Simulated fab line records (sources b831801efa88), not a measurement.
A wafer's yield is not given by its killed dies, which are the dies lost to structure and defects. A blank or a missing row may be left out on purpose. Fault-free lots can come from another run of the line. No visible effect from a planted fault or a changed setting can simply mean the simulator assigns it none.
Which tool was responsible? | flow sky130 | 14 lots, 42 wafers sampled, at 4 steps of a route of 708

## WHAT THE GAUGES SHOWED, per wafer
SKY_SD_N_RS_MEAS_18: the measuring method here is four-point-probe.
lot  | measured     | on            | RES_XHIGH_RS (ohm/sq)
L178 | day 29 00:52 | film-metro-03 | 333.8 333.5 334.6
L181 | day 29 01:31 | film-metro-03 | 333.6 333.3 333.1
L182 | day 29 09:30 | film-metro-02 | 332.3 333.7 332.3
L183 | day 29 20:04 | film-metro-02 | 335.4 334.1 334.6
L184 | day 30 03:43 | film-metro-03 | 334.8 333.4 335.4
L185 | day 30 12:48 | film-metro-02 | 331.1 330.3 332.3
L187 | day 31 05:24 | film-metro-03 | 332.2 333.7 332.4
L189 | day 31 16:29 | film-metro-02 | 334.2 334.3 333.9
L191 | day 32 14:55 | film-metro-03 | 335.6 334.0 335.3
L193 | day 33 03:00 | film-metro-03 | 335.4 334.9 334.9
L198 | day 35 03:37 | film-metro-02 | 334.3 335.0 333.8
L199 | day 35 06:12 | film-metro-04 | 332.5 332.9 334.4
L200 | day 35 06:54 | film-metro-04 | 333.0 333.0 333.2
L201 | day 35 14:48 | film-metro-04 | 331.2 333.5 332.5

SKY_LOCAL_INTERCONNECT_THK_MEAS_02: measures by xrf.
lot  | measured     | on            | LOCAL_INTERCONNECT_TIN_THK (nm)
L178 | day 30 07:20 | film-metro-01 | 98.3 98.5 98.1
L181 | day 30 07:58 | film-metro-04 | 104.0 102.5 101.8
L182 | day 30 15:52 | film-metro-02 | 100.7 100.8 98.8
L183 | day 31 02:28 | film-metro-02 | 99.7 99.5 100.3
L184 | day 31 09:50 | film-metro-02 | 102.7 102.3 101.5
L185 | day 31 18:37 | film-metro-04 | 102.3 102.1 103.8
L187 | day 32 11:18 | film-metro-04 | 101.1 100.8 100.2
L189 | day 32 21:20 | film-metro-02 | 99.5 99.5 99.7
L191 | day 33 19:17 | film-metro-01 | 100.0 101.8 100.4
L193 | day 34 07:30 | film-metro-01 | 101.5 102.1 100.6
L198 | day 36 08:05 | film-metro-02 | 99.9 99.8 98.7
L199 | day 36 10:10 | film-metro-04 | 99.0 99.5 100.5
L200 | day 36 11:34 | film-metro-01 | 98.4 98.3 98.2
L201 | day 36 18:44 | film-metro-02 | 100.9 100.2 101.3

SKY_LOCAL_INTERCONNECT_OVL_MEAS_12.
lot  | measured     | on         | LOCAL_INTERCONNECT_OVL (nm)
L178 | day 31 11:06 | overlay-02 | 0 -2 -2
L181 | day 31 12:02 | overlay-02 | -4 -10 -10
L182 | day 31 18:28 | overlay-02 | -6 3 -7
L183 | day 32 05:24 | overlay-02 | -11 -5 -4
L184 | day 32 12:55 | overlay-01 | -5 -2 -1
L185 | day 32 21:35 | overlay-02 | -5 -5 0
L187 | day 33 14:23 | overlay-01 | -3 3 -4
L189 | day 33 23:37 | overlay-02 | -3 -4 2
L191 | day 34 21:40 | overlay-02 | -10 -5 -5
L193 | day 35 09:32 | overlay-01 | -10 2 -11
L198 | day 37 09:36 | overlay-01 | -11 -11 -5
L199 | day 37 11:43 | overlay-02 | -7 -8 -4
L200 | day 37 13:14 | overlay-01 | 3 5 5
L201 | day 37 19:18 | overlay-02 | -9 -9 -13

## TOOL THAT RAN EACH LOT (tool first, then ch and the chambers of the sampled wafers, then the start)
lot  | SKY_SD_N_RTA_14
L178 | rtp-anneal-01 ch 0, day 29 00:26
L181 | rtp-anneal-02 ch 0, day 29 01:05
L182 | rtp-anneal-01 ch 0, day 29 09:05
L183 | rtp-anneal-02 ch 0, day 29 19:39
L184 | rtp-anneal-01 ch 0, day 30 03:17
L185 | rtp-anneal-02 ch 0, day 30 12:23
L187 | rtp-anneal-02 ch 0, day 31 04:58
L189 | rtp-anneal-02 ch 0, day 31 16:03
L191 | rtp-anneal-02 ch 0, day 32 14:29
L193 | rtp-anneal-02 ch 0, day 33 02:35
L198 | rtp-anneal-01 ch 0, day 35 03:11
L199 | rtp-anneal-01 ch 0, day 35 05:46
L200 | rtp-anneal-01 ch 0, day 35 06:29
L201 | rtp-anneal-02 ch 0, day 35 14:23
- SKY_SD_N_RTA_14: time 2 s.

## WHAT THE TOOLS THEMSELVES READ (means of the sampled wafers that have a number; where no wafer has one, the mark that the record gives instead)
SKY_SD_N_RTA_14.
lot  | tool          | lamp-power-pct (%) | ramp-up-c-per-s | wafer_temp_C_max
L178 | rtp-anneal-01 | 15.75              | 150.00          | 1078.5
L181 | rtp-anneal-02 | 15.76              | 149.99          | 1078.4
L182 | rtp-anneal-01 | 15.74              | 150.01          | 1078.4
L183 | rtp-anneal-02 | 15.66              | 149.99          | 1077.8
L184 | rtp-anneal-01 | 15.73              | 149.98          | 1079.5
L185 | rtp-anneal-02 | 15.80              | 150.03          | 1078.7
L187 | rtp-anneal-02 | 15.70              | 150.01          | 1077.8
L189 | rtp-anneal-02 | 15.74              | 149.99          | 1076.7
L191 | rtp-anneal-02 | 15.75              | 44.97           | 1078.3
L193 | rtp-anneal-02 | 15.74              | 44.98           | 1078.5
L198 | rtp-anneal-01 | 15.74              | 150.01          | 1078.7
L199 | rtp-anneal-01 | 15.73              | 150.00          | 1078.0
L200 | rtp-anneal-01 | 15.76              | 149.98          | 1075.8
L201 | rtp-anneal-02 | 15.68              | 150.01          | 1078.0

## THE ANSWER, worked out from the rows above alone
Rule: what is usual is taken from the lots themselves. The widest of any qualifying gaps counts: lots, ordered by their means at a reading, are off when they make up no more than a third of the lots, leave a main group of 4 or more, and stand apart from it by 3 or more times the standard deviation of that group's means. Not used: any main group whose means are identical at the precision the tables above print for the reading. A lot without any number at a reading at which 4 lots or more have one is off too. All remaining lots with rows at the step are treated as sound. After the gauges, taken in route order, come the tools' own readings; for these a lot's mean is taken, as printed above. At the first step where some lot is off, the reading lying furthest off is the one used; lots without a number count as furthest.
Off: L191, L193, at SKY_SD_N_RTA_14 (ramp-up-c-per-s). Main group: mean 150.00, sd 0.014.
A tool fits if, at that step or a process step before it, it ran every lot that is off, and no sound lot after the first of them. No candidate that was tried fits.

## WHAT HAD BEEN PUT IN BY THE SIMULATOR
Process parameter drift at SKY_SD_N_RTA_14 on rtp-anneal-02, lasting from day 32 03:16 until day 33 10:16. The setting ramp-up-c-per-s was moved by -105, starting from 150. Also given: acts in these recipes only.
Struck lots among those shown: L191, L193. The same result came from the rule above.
